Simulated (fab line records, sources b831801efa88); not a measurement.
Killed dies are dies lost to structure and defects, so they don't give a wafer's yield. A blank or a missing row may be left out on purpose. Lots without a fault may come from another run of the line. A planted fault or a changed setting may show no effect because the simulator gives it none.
Which tool did it? | flow gf180mcu | 12 lots, 36 wafers sampled, at 4 steps of a route of 602

WHAT THE GAUGES READ, wafer by wafer
GF_V1_OVL_MEAS_15. Usual: V1_OVL 8 nm, standard deviation 5.2.
lot  | measured     | on         | V1_OVL (nm) | flag
L504 | day 18 01:02 | overlay-01 | 6 14 13     |
L507 | day 19 08:47 | overlay-01 | 1 6 12      |
L510 | day 20 09:02 | overlay-02 | 10 10 16    |
L511 | day 20 20:11 | overlay-01 | 9 5 2       |
L513 | day 21 20:36 | overlay-01 | 18 11 15    |
L516 | day 22 18:29 | overlay-01 | 5 10 11     |
L517 | day 22 23:25 | overlay-01 | 40 32 43    | OFF
L518 | day 23 13:29 | overlay-01 | 41 40 40    | OFF
L519 | day 24 03:23 | overlay-02 | 9 4 11      |
L520 | day 24 09:14 | overlay-02 | 3 6 11      |
L523 | day 25 03:47 | overlay-01 | 10 5 2      |
L527 | day 26 03:50 | overlay-02 | 14 10 2     |

GF_V1_RS_MEAS_24: measures by four-point-probe. Usual: V1_W_RS 0.325 ohm/sq, standard deviation 0.0035.
lot  | measured     | on            | V1_W_RS (ohm/sq)  | flag
L504 | day 18 02:05 | film_metro-02 | 0.322 0.321 0.322 |
L507 | day 19 09:43 | film_metro-02 | 0.330 0.326 0.331 |
L510 | day 20 09:57 | film_metro-01 | 0.321 0.329 0.326 |
L511 | day 20 21:08 | film_metro-01 | 0.330 0.325 0.331 |
L513 | day 21 21:33 | film_metro-04 | 0.324 0.330 0.320 |
L516 | day 22 19:26 | film_metro-02 | 0.323 0.326 0.333 |
L517 | day 23 00:20 | film_metro-04 | 0.327 0.319 0.327 |
L518 | day 23 14:26 | film_metro-04 | 0.330 0.326 0.329 |
L519 | day 24 04:24 | film_metro-01 | 0.325 0.329 0.330 |
L520 | day 24 10:08 | film_metro-04 | 0.326 0.325 0.324 |
L523 | day 25 04:42 | film_metro-01 | 0.318 0.323 0.318 |
L527 | day 26 04:45 | film_metro-01 | 0.324 0.327 0.327 |

WHICH TOOL RAN EACH LOT (tool, then ch and the chambers of the sampled wafers, then the start)
lot  | GF_V1_EXPOSE_11                   | GF_V1_STRIP_18
L504 | krf_scanner-02 ch 0, day 17 13:34 | plasma_asher-01 ch 0,1, day 18 01:12
L507 | krf_scanner-01 ch 0, day 18 21:02 | plasma_asher-04 ch 0,1, day 19 08:58
L510 | krf_scanner-01 ch 0, day 19 21:43 | plasma_asher-03 ch 1, day 20 09:11
L511 | krf_scanner-01 ch 0, day 20 07:46 | plasma_asher-01 ch 0,1, day 20 20:23
L513 | krf_scanner-01 ch 0, day 21 08:56 | plasma_asher-01 ch 0,1, day 21 20:47
L516 | krf_scanner-02 ch 0, day 22 06:44 | plasma_asher-03 ch 0,1, day 22 18:38
L517 | krf_scanner-01 ch 0, day 22 12:08 | plasma_asher-03 ch 0,1, day 22 23:35
L518 | krf_scanner-01 ch 0, day 23 02:16 | plasma_asher-04 ch 0,1, day 23 13:39
L519 | krf_scanner-02 ch 0, day 23 15:52 | plasma_asher-01 ch 0,1, day 24 03:33
L520 | krf_scanner-02 ch 0, day 23 21:40 | plasma_asher-01 ch 0,1, day 24 09:24
L523 | krf_scanner-02 ch 0, day 24 16:23 | plasma_asher-04 ch 0,1, day 25 03:57
L527 | krf_scanner-02 ch 0, day 25 16:53 | plasma_asher-01 ch 1, day 26 04:00
- GF_V1_EXPOSE_11: exposes mask Via1, target cd 260 nm.
- GF_V1_STRIP_18: strips in O2/N2.

WHAT THE TOOLS THEMSELVES READ (means of the sampled wafers that have a number; where no wafer has one, the mark that the record gives instead)
GF_V1_STRIP_18. Usual: drypump_motor_current_A 5.9 A, standard deviation 0.37; heater_power_w 321 W, standard deviation 26; oes_product_au 0.594 a.u., standard deviation 0.0049.
lot  | tool            | drypump_motor_current_A (A) | heater_power_w (W) | oes_product_au (a.u.) | flag
L504 | plasma_asher-01 | 6.0                         | 322                | 0.595                 |
L507 | plasma_asher-04 | 5.7                         | 312                | 0.592                 |
L510 | plasma_asher-03 | 5.5                         | 275                | 0.590                 |
L511 | plasma_asher-01 | 6.0                         | 324                | 0.591                 |
L513 | plasma_asher-01 | 6.1                         | 323                | 0.594                 |
L516 | plasma_asher-03 | 5.5                         | 339                | 0.596                 |
L517 | plasma_asher-03 | 5.5                         | 342                | 0.593                 |
L518 | plasma_asher-04 | 6.1                         | 317                | 0.594                 |
L519 | plasma_asher-01 | 6.1                         | 321                | 0.597                 |
L520 | plasma_asher-01 | 6.1                         | 326                | 0.597                 |
L523 | plasma_asher-04 | 5.7                         | 320                | 0.596                 |
L527 | plasma_asher-01 | 6.2                         | 328                | 0.589                 |

THE ANSWER, worked out from the rows above alone
Rule: a lot is off if the mean of its wafers that have a number lies more than 3 standard deviations from the usual mean. A lot without any number at a reading at which 4 lots or more have one is off too. The other lots that the step has rows for count as sound. The gauges are gone through in route order, then the tools' own readings, and for those a lot's mean is taken as printed above. The first step at which some lot is off is used, and at that step the reading that is off furthest; a lot without a number counts as furthest.
Off: L517, L518, at GF_V1_OVL_MEAS_15 (V1_OVL).
A tool fits if, at a process step before that reading, it ran every lot that is off, and no sound lot after the first of them. The gauges at GF_V1_OVL_MEAS_15 are tried like those tools. One fits: krf_scanner-01 at GF_V1_EXPOSE_11. Its last sound lot is L513 (day 21 08:56), its first lot that is off L517 (day 22 12:08): a fault that began between those two fits.

WHAT THE SIMULATOR HAD PUT IN
Scanner matching overlay: krf_scanner-01, from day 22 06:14 on, at GF_V1_EXPOSE_11. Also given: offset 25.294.
Lots struck among those shown: L517, L518. The rule above found the same.
